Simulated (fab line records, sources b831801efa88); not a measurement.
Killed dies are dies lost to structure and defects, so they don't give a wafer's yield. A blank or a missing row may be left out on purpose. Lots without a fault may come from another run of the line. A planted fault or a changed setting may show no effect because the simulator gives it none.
Split-lot experiment | flow sfq_line | 5 lots, 23 wafers read, on a route of 325 steps

THE SPLIT
At SFQ_TRILAYER_M8_DEP_EVAP_198 (material Pt, target thk 50 nm, time 250 s), the setting time_s was moved away from the recipe's 250 s on 10 of the 23 wafers read, by -14.5% to +12.5%. The other wafers ran this setting at the recipe's value.

The reading is taken at the split's own step.

THE READING
Pt_of_TRILAYER_M8_DEP_EVAP_198.thk_nm (the simulator's own value, which no gauge read), in nm, at SFQ_TRILAYER_M8_DEP_EVAP_198 (material Pt, target thk 50 nm, time 250 s). The file gives no usual value for it. The 13 wafers here that ran the recipe average 50.33 nm, standard deviation 0.35 nm.

wafer  | tool, chamber at the split | time_s as run, s | against the recipe | Pt_of_TRILAYER_M8_DEP_EVAP_198.thk_nm, nm | against lot-mates on the recipe
L074.1 | pvd_sputter-02, -          | 213.7            | -14.5%             | 42.14                                     | -8.22
L074.2 | pvd_sputter-02, -          | 250              | recipe             | 50.25                                     | -
L074.3 | pvd_sputter-02, -          | 250              | recipe             | 50.48                                     | -
L074.4 | pvd_sputter-02, -          | 213.7            | -14.5%             | 42.61                                     | -7.75
L074.5 | pvd_sputter-02, -          | 213.7            | -14.5%             | 43.2                                      | -7.16
L077.1 | pvd_sputter-01, -          | 271.9            | +8.8%              | 55.17                                     | +4.87
L077.2 | pvd_sputter-01, -          | 271.9            | +8.8%              | 54.89                                     | +4.59
L077.3 | pvd_sputter-01, -          | 250              | recipe             | 50.74                                     | -
L077.4 | pvd_sputter-01, -          | 250              | recipe             | 49.86                                     | -
L077.5 | pvd_sputter-01, -          | 271.9            | +8.8%              | 55.28                                     | +4.98
L078.2 | pvd_sputter-02, -          | 250              | recipe             | 50.71                                     | -
L078.3 | pvd_sputter-02, -          | 250              | recipe             | 50.37                                     | -
L078.4 | pvd_sputter-02, -          | 281.2            | +12.5%             | 56.67                                     | +6.31
L078.5 | pvd_sputter-02, -          | 281.2            | +12.5%             | 56.4                                      | +6.04
L078.6 | pvd_sputter-02, -          | 250              | recipe             | 50                                        | -
L079.1 | pvd_sputter-01, -          | 223.2            | -10.7%             | 44.31                                     | -5.78
L079.2 | pvd_sputter-01, -          | 250              | recipe             | 50.3                                      | -
L079.3 | pvd_sputter-01, -          | 250              | recipe             | 49.96                                     | -
L079.5 | pvd_sputter-01, -          | 250              | recipe             | 50                                        | -
L079.6 | pvd_sputter-01, -          | 223.2            | -10.7%             | 44.23                                     | -5.86
L081.1 | pvd_sputter-01, -          | 250              | recipe             | 50                                        | -
L081.4 | pvd_sputter-01, -          | 250              | recipe             | 51.02                                     | -
L081.6 | pvd_sputter-01, -          | 250              | recipe             | 50.57                                     | -

THE FIT
A straight line over all 23 wafers: Pt_of_TRILAYER_M8_DEP_EVAP_198.thk_nm changes by +0.53 nm for each +1% of time_s; r = +1.00; the points scatter about the line by 0.37 nm.
The same after taking each lot's own level away (the mean of its wafers on the recipe; 23 wafers): +0.528 nm for each +1%; r = +1.00; scatter 0.34 nm.
On that fit, the largest move of time_s shifts the reading by 7.7 nm.
The lots' own levels span 50.087 to 50.530 nm, that is 1.3 times the standard deviation above.
So the lot-to-lot level changes the slope little: the two slopes agree.
Check: with one of the wafers moved furthest among these (-14.5%) left out of the fit, the line predicts -7.58 nm for it against its lot-mates. It came out at -8.22 nm against them.

THE FILE'S OWN FIT
Pt_of_TRILAYER_M8_DEP_EVAP_198.thk_nm changes by +0.526 nm for each +1% of time_s, r = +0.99.
